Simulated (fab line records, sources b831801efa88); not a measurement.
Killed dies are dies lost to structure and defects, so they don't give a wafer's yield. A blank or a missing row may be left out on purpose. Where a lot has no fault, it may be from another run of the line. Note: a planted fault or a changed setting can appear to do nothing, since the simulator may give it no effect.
Problem report, 8D (eight disciplines) form, completed by code | flow gf180mcu | the parts of the form that need people (team, actions taken, sign-off) are left out

== 1. PROBLEM STATEMENT ==
MIM_ALCU_RS at GF_MIM_RS_MEAS_10 reads a mean of 0.1724 ohm/sq on 2 wafers of 2 lots; wafers without a fault read 0.1596 ohm/sq with a standard deviation of 0.0016. That puts it +8.0 standard deviations away from the usual mean.
The step: measures by four-point-probe.
First observed at day 28 04:01: wafer L823.2, on film_metro-01. The record has a number at this step for 30 wafers belonging to 10 lots. Rule for "out" (also "out of limits"): further than 4 standard deviations from the usual mean. All remaining wafers that have a number are taken as sound.

== 2. WHAT IT IS AND WHAT IT IS NOT ==
question                    | is                           | is not
which readings at this step | MIM_ALCU_RS                  | -
which lots                  | L823, L825                   | L813, L818, L821, L824, L826, L829, L830, L835
which wafers of those lots  | L823.2, L825.2               | L823.1, L823.6, L825.1, L825.5
read on which gauges        | film_metro-01, film_metro-04 | film_metro-02
when                        | from day 28 04:01            | up to then (11 sound wafers); but 17 sound wafers of L824, L825, L826, L829, L830, L835 came after

== 3. THE SUSPECTS, EACH WITH WHAT RULES IT OUT ==
Counting: any tool at a process step up to the reading remains a suspect provided it ran every lot that is out. Sound lots after the first of them don't rule it out here, since some wafers of a struck lot are sound.
- the gauge at GF_MIM_RS_MEAS_10 has been ruled out. Those wafers that are out were read across 2 gauges (film_metro-01, film_metro-04).
- cvd_w-01 at GF_V4_CVD_23 (deposits W, target thk 350 nm, time 104.9 s): kept. It ran every lot that is out, first L823 (day 28 03:00); its last sound lot up to then is L821 (day 28 00:33).
- pvd_sputter-02 at GF_MIM_SPUTTER_04 (material TiN, target thk 50 nm, time 41.7 s): kept. It ran every lot that is out, first L823 (day 28 03:46); its last sound lot up to then is L821 (day 28 01:22).
- pvd_sputter-04 at GF_MIM_SPUTTER_08 (material AlCu, target thk 200 nm, time 10.6 s): kept. It ran every lot that is out, first L823 (day 28 03:57); its last sound lot up to then is L818 (day 27 18:13).
Still standing after the count: cvd_w-01 at GF_V4_CVD_23, pvd_sputter-02 at GF_MIM_SPUTTER_04, pvd_sputter-04 at GF_MIM_SPUTTER_08.

== 4. THE CAUSE (what the simulator had put in) ==
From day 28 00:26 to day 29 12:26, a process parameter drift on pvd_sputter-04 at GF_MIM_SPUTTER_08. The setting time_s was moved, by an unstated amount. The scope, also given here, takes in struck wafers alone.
This tool is one of the 3 suspects left after counting.

== 5. THE CHAIN OF EFFECTS, in route order ==
Each row: a reading whose mean over the struck wafers that have a number lies more than 3 standard deviations from the usual. Only readings whose record carries a usual standard deviation are examined. hours: median over the lots of the time between each lot's start at the first step of this table that gives one and its start at this step. sigmas: the change, counted in usual standard deviations.
hours | step                 | reading        | usual         | on struck wafers | change  | sigmas
0     | GF_MIM_RS_MEAS_10    | MIM_ALCU_RS    | 0.1596 ohm/sq | 0.1724           | +0.0129 | +8.0
0     | GF_MIM_THK_MEAS_11   | MIM_ALCU_THK   | 198.9 nm      | 184.4            | -14.5   | -6.9
18    | GF_MIM_METAL_ETCH_19 | oes_product_au | 0.943 a.u.    | 0.915            | -0.028  | -4.7
The process steps in it:
- GF_MIM_METAL_ETCH_19: etches the open film in Cl2/BCl3, stops on Si3N4, target depth 324.5 nm, time 54.1 s.

== 6. WHAT WOULD HAVE CAUGHT IT SOONER ==
In this record the first reading out of limits at a measuring or inspecting step was taken at day 28 04:01, 4 hours after the fault began at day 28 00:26.
Of the tool readings at GF_MIM_SPUTTER_08 for which the record gives a usual standard deviation, none was out on any struck wafer, so an alarm limit of 4 standard deviations on them would not have fired.
Among the 2 lots that are out, L825 began GF_MIM_SPUTTER_08 on pvd_sputter-04 after day 28 04:01. It would have been spared by a hold on the tool at that moment.
